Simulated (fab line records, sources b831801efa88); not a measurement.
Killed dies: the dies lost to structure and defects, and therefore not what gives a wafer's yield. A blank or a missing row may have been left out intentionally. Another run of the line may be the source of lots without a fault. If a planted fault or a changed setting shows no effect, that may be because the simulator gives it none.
What tool caused it?	flow gf180mcu	Sampling: 13 lots, 39 wafers, 5 of 602 route steps

== WHAT EACH GAUGE READ, for each wafer ==
GF_MVSD_OVL_MEAS_07. Usual: MVSD_OVL -0.9 nm, standard deviation 1.4.
lot	measured	on	MVSD_OVL (nm)	flag
L642	day 4 17:49	overlay-01	-0.2 -1.2 -1.3	
L644	day 5 04:40	overlay-01	-2.0 0.2 1.0	
L645	day 5 10:13	overlay-02	-0.8 -1.6 -1.4	
L649	day 6 10:31	overlay-01	-0.8 -2.2 -1.7	
L651	day 6 18:52	overlay-02	-0.1 -2.0 0.4	
L655	day 7 19:49	overlay-02	-0.5 -2.9 -1.4	
L656	day 8 01:52	overlay-01	0.3 2.1 -0.2	
L659	day 8 17:07	overlay-01	0.9 -0.8 -2.0	
L660	day 9 00:01	overlay-02	-0.1 0.2 1.1	
L661	day 9 07:49	overlay-02	-2.1 -3.5 -2.7	
L662	day 9 14:13	overlay-01	-1.8 0.5 0.2	
L663	day 9 17:34	overlay-02	-1.0 -2.7 -0.9	
L664	day 9 23:37	overlay-02	0.3 3.3 2.2	

GF_VT_IMPLANT_OVL_MEAS_40. Usual: VT_IMPLANT_03_OVL -0.9 nm, standard deviation 1.5.
lot	measured	on	VT_IMPLANT_03_OVL (nm)	flag
L642	day 7 21:46	overlay-01	0.2 0.8 -0.1	
L644	day 8 10:04	overlay-02	0.0 -2.0 -0.8	
L645	day 8 16:24	overlay-01	-2.4 -0.1 1.4	
L649	day 9 21:31	overlay-02	-1.8 -1.1 1.3	
L651	day 10 06:58	overlay-02	-2.2 0.4 -0.9	
L655	day 11 11:28	overlay-01	-0.8 1.7 -0.7	
L656	day 11 17:46	overlay-01	-2.5 -0.4 -2.0	
L659	day 12 11:43	overlay-02	91.0 88.5 90.2	OFF
L660	day 12 19:33	overlay-02	90.0 89.2 88.7	OFF
L661	day 13 04:54	overlay-01	92.7 92.5 90.6	OFF
L662	day 13 11:07	overlay-01	0.9 -0.8 0.1	
L663	day 13 15:19	overlay-01	-1.1 -0.4 -0.4	
L664	day 13 22:31	overlay-02	-0.7 -1.5 -1.1	

== WHAT TOOL EACH LOT RAN ON (gives the tool, then ch and the chambers of the sampled wafers, and finally the start) ==
lot	GF_MVPSD_STRIP_10	GF_VT_IMPLANT_STRIP_31	GF_VT_IMPLANT_EXPOSE_37
L642	plasma-asher-01 ch 0,1, day 5 08:41	plasma-asher-03 ch 0,1, day 7 05:33	iline-stepper-01 ch 0, day 7 13:53
L644	plasma-asher-03 ch 0,1, day 5 19:59	plasma-asher-02 ch 0,1, day 7 17:59	iline-stepper-02 ch 0, day 8 01:48
L645	plasma-asher-04 ch 0,1, day 6 01:30	plasma-asher-04 ch 0,1, day 8 00:56	iline-stepper-02 ch 0, day 8 08:42
L649	plasma-asher-01 ch 0,1, day 7 02:35	plasma-asher-02 ch 0,1, day 9 04:02	iline-stepper-02 ch 0, day 9 12:50
L651	plasma-asher-03 ch 0,1, day 7 10:30	plasma-asher-04 ch 1, day 9 13:33	iline-stepper-02 ch 0, day 9 22:44
L655	plasma-asher-01 ch 0,1, day 8 12:48	plasma-asher-02 ch 0,1, day 10 17:50	iline-stepper-01 ch 0, day 11 02:45
L656	plasma-asher-01 ch 0,1, day 8 18:51	plasma-asher-02 ch 0, day 10 23:57	iline-stepper-01 ch 0, day 11 09:02
L659	plasma-asher-04 ch 0,1, day 9 11:14	plasma-asher-03 ch 0,1, day 11 16:23	iline-stepper-02 ch 0, day 12 01:36
L660	plasma-asher-03 ch 0,1, day 9 17:59	plasma-asher-03 ch 0,1, day 12 00:20	iline-stepper-02 ch 0, day 12 10:10
L661	plasma-asher-04 ch 1, day 10 02:30	plasma-asher-03 ch 0,1, day 12 09:42	iline-stepper-02 ch 0, day 12 19:28
L662	plasma-asher-04 ch 0,1, day 10 07:47	plasma-asher-02 ch 0,1, day 12 15:50	iline-stepper-01 ch 0, day 13 01:35
L663	plasma-asher-01 ch 0,1, day 10 11:52	plasma-asher-02 ch 0, day 12 19:56	iline-stepper-01 ch 0, day 13 05:31
L664	plasma-asher-04 ch 1, day 10 18:30	plasma-asher-02 ch 0,1, day 13 02:32	iline-stepper-01 ch 0, day 13 12:01
- GF_MVPSD_STRIP_10: strips in O2/N2.
- GF_VT_IMPLANT_STRIP_31: strips in O2/N2.
- GF_VT_IMPLANT_EXPOSE_37: exposes mask Nwell HV AREA, target cd 860 nm.

== WHAT THE TOOLS THEMSELVES READ (means of the sampled wafers that have a number; where no wafer has one, the mark that the record gives instead) ==
GF_MVPSD_STRIP_10. Usual: drypump-motor-current-A 5.6 A, standard deviation 0.46; heater-power-w 310 W, standard deviation 36; oes-product-au 0.723 a.u., standard deviation 0.0046; strip-time-to-endpoint-s 36.93 s, standard deviation 0.1.
lot	tool	drypump-motor-current-A (A)	heater-power-w (W)	oes-product-au (a.u.)	strip-time-to-endpoint-s (s)	flag
L642	plasma-asher-01	6.2	274	0.722	37.07	
L644	plasma-asher-03	5.1	328	0.719	36.88	
L645	plasma-asher-04	5.6	320	0.721	36.97	
L649	plasma-asher-01	6.2	276	0.722	36.96	
L651	plasma-asher-03	5.1	328	0.718	36.95	
L655	plasma-asher-01	6.1	276	0.724	36.72	
L656	plasma-asher-01	6.1	275	0.724	36.91	
L659	plasma-asher-04	5.6	319	0.726	37.00	
L660	plasma-asher-03	5.2	330	0.719	36.75	
L661	plasma-asher-04	5.8	294	0.723	36.95	
L662	plasma-asher-04	5.4	345	0.725	36.79	
L663	plasma-asher-01	6.2	272	0.722	36.82	
L664	plasma-asher-04	5.8	291	0.717	36.92	

GF_VT_IMPLANT_STRIP_31. Usual: drypump-motor-current-A 5.5 A, standard deviation 0.4; heater-power-w 338 W, standard deviation 22; oes-product-au 0.716 a.u., standard deviation 0.0052; strip-time-to-endpoint-s 12.62 s, standard deviation 0.033.
lot	tool	drypump-motor-current-A (A)	heater-power-w (W)	oes-product-au (a.u.)	strip-time-to-endpoint-s (s)	flag
L642	plasma-asher-03	5.1	337	0.717	12.62	
L644	plasma-asher-02	5.8	338	0.713	12.59	
L645	plasma-asher-04	5.6	317	0.719	12.61	
L649	plasma-asher-02	5.8	345	0.713	12.62	
L651	plasma-asher-04	5.8	293	0.717	12.63	
L655	plasma-asher-02	6.0	352	0.717	12.61	
L656	plasma-asher-02	6.1	344	0.718	12.66	
L659	plasma-asher-03	5.1	333	0.716	12.64	
L660	plasma-asher-03	5.1	337	0.714	12.61	
L661	plasma-asher-03	5.2	328	0.714	12.60	
L662	plasma-asher-02	5.8	339	0.715	12.62	
L663	plasma-asher-02	6.1	348	0.716	12.62	
L664	plasma-asher-02	5.9	348	0.711	12.67	

== THE ANSWER, worked out from the rows above alone ==
Rule: a lot is off if the mean of its wafers that have a number lies more than 3 standard deviations from the usual mean. A lot without any number at a reading at which 4 lots or more have one is off too. All remaining lots with rows at the step are treated as sound. Order of review: gauges by route order, followed by the tools' own readings, for which a lot's mean as printed above is used. At the first step where some lot is off, the reading lying furthest off is the one used; lots without a number count as furthest.
Off: L659, L660, L661, at GF_VT_IMPLANT_OVL_MEAS_40 (VT_IMPLANT_03_OVL).
A tool fits if, at a process step before that reading, it ran every lot that is off, and no sound lot after the first of them. Gauges at GF_VT_IMPLANT_OVL_MEAS_40: tried the same way as those tools. 2 tools fit, plasma-asher-03 at GF_VT_IMPLANT_STRIP_31 and iline-stepper-02 at GF_VT_IMPLANT_EXPOSE_37, so this cannot tell which one it is.

== WHAT THE SIMULATOR PUT IN ==
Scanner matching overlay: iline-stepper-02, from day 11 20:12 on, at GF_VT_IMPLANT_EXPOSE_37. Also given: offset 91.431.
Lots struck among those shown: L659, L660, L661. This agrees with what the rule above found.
